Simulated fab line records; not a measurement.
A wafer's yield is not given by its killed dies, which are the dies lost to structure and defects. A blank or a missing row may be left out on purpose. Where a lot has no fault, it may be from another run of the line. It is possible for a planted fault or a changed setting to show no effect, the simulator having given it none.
Which tool was responsible? -- flow gf180mcu -- 14 lots with 42 wafers sampled at 3 steps, on a route of 602 steps

WHAT EACH GAUGE READ, for each wafer
GF_V2_CD_MEAS_14 targets a cd of 260 nm. Usual: cdNm 259.9 nm, standard deviation 1.1.
lot,measured,on,cdNm (nm),flag
L575,day 21 07:35,cdSem-01,259.2 259.2 259.2,
L577,day 21 18:08,cdSem-01,260.2 260.2 259.1,
L578,day 22 11:05,cdSem-01,259.3 260.4 259.8,
L579,day 22 11:28,cdSem-01,261.7 260.8 260.3,
L580,day 22 23:40,cdSem-01,258.1 256.8 258.8,
L582,day 23 12:35,cdSem-02,260.1 259.5 259.6,
L589,day 25 21:24,cdSem-01,261.0 260.4 261.7,
L590,day 26 04:47,cdSem-01,258.6 259.6 259.3,
L591,day 26 12:58,cdSem-02,258.2 259.5 259.6,
L592,day 26 21:14,cdSem-01,258.8 260.5 258.1,
L593,day 27 05:09,cdSem-02,258.9 258.2 259.5,
L594,day 27 10:08,cdSem-02,259.5 259.4 259.8,
L595,day 27 18:27,cdSem-02,260.7 260.4 260.6,
L596,day 27 20:45,cdSem-01,260.3 260.0 261.1,

GF_V2_OVL_MEAS_15. Usual: V2_OVL -1 nm, standard deviation 4.9.
lot,measured,on,V2_OVL (nm),flag
L575,day 21 07:41,overlay-01,3 6 6,
L577,day 21 18:15,overlay-01,1 8 8,
L578,day 22 11:13,overlay-01,5 5 -5,
L579,day 22 11:33,overlay-01,5 2 -1,
L580,day 22 23:47,overlay-01,5 -3 -3,
L582,day 23 12:41,overlay-01,-10 -4 -9,
L589,day 25 21:31,overlay-01,-5 1 -2,
L590,day 26 04:55,overlay-02,-1 -4 1,
L591,day 26 13:03,overlay-01,0 -9 1,
L592,day 26 21:20,overlay-02,-1 -3 -5,
L593,day 27 05:16,overlay-02,7 -2 -1,
L594,day 27 10:17,overlay-02,-1 0 1,
L595,day 27 18:34,overlay-01,-8 -4 -7,
L596,day 27 20:52,overlay-02,-2 -6 -3,

EACH LOT AND THE TOOL THAT RAN IT (in order: tool; ch and the chambers of the sampled wafers; start)
lot,GF_CONTACT_PEB_12
L575,"lithoTrack-02 ch 0, day 17 01:30"
L577,"lithoTrack-03 ch 0, day 17 11:35"
L578,"lithoTrack-02 ch 0, day 18 03:47"
L579,"lithoTrack-02 ch 0, day 18 06:18"
L580,"lithoTrack-02 ch 0, day 18 17:59"
L582,"lithoTrack-02 ch 0, day 19 07:15"
L589,"lithoTrack-04 ch 0, day 21 20:40"
L590,"lithoTrack-02 ch 0, day 22 06:11"
L591,"lithoTrack-04 ch 0, day 22 14:35"
L592,"lithoTrack-04 ch 0, day 23 00:05"
L593,"lithoTrack-04 ch 0, day 23 08:30"
L594,"lithoTrack-04 ch 0, day 23 14:13"
L595,"lithoTrack-04 ch 0, day 24 00:21"
L596,"lithoTrack-04 ch 0, day 24 01:54"
- GF_CONTACT_PEB_12: peb time 90 s.

AS READ BY THE TOOLS THEMSELVES (means over the sampled wafers that have a number; for cases with no such wafer, the mark the record gives instead)
GF_CONTACT_PEB_12. Usual: heaterPowerTotalW 85.71 W, standard deviation 0.084; plateTempC 134.97 C, standard deviation 0.15.
lot,tool,heaterPowerTotalW (W),plateTempC (C),flag
L575,lithoTrack-02,85.65,134.88,
L577,lithoTrack-03,85.72,134.89,
L578,lithoTrack-02,85.71,134.90,
L579,lithoTrack-02,85.75,134.82,
L580,lithoTrack-02,84.83,134.02,OFF
L582,lithoTrack-02,84.71,133.96,OFF
L589,lithoTrack-04,85.63,134.96,
L590,lithoTrack-02,85.70,135.19,
L591,lithoTrack-04,85.71,135.19,
L592,lithoTrack-04,85.65,135.02,
L593,lithoTrack-04,85.67,134.93,
L594,lithoTrack-04,85.81,134.96,
L595,lithoTrack-04,85.62,134.86,
L596,lithoTrack-04,85.57,135.17,

THE ANSWER, worked out from the rows above alone
Rule: a lot counts as off when the mean over its wafers that have a number is more than 3 standard deviations away from the usual mean. A lot without any number at a reading at which 4 lots or more have one is off too. The other lots that the step has rows for count as sound. Order of review: gauges by route order, followed by the tools' own readings, for which a lot's mean as printed above is used. The first step at which some lot is off is used, and at that step the reading that is off furthest; a lot without a number counts as furthest.
Off: L580, L582, at GF_CONTACT_PEB_12 (heaterPowerTotalW).
If a tool, at that step or one of the process steps before it, ran each lot that is off and ran no sound lot following the first of them, it fits. No candidate that was tried fits.

WHAT THE SIMULATOR PUT IN
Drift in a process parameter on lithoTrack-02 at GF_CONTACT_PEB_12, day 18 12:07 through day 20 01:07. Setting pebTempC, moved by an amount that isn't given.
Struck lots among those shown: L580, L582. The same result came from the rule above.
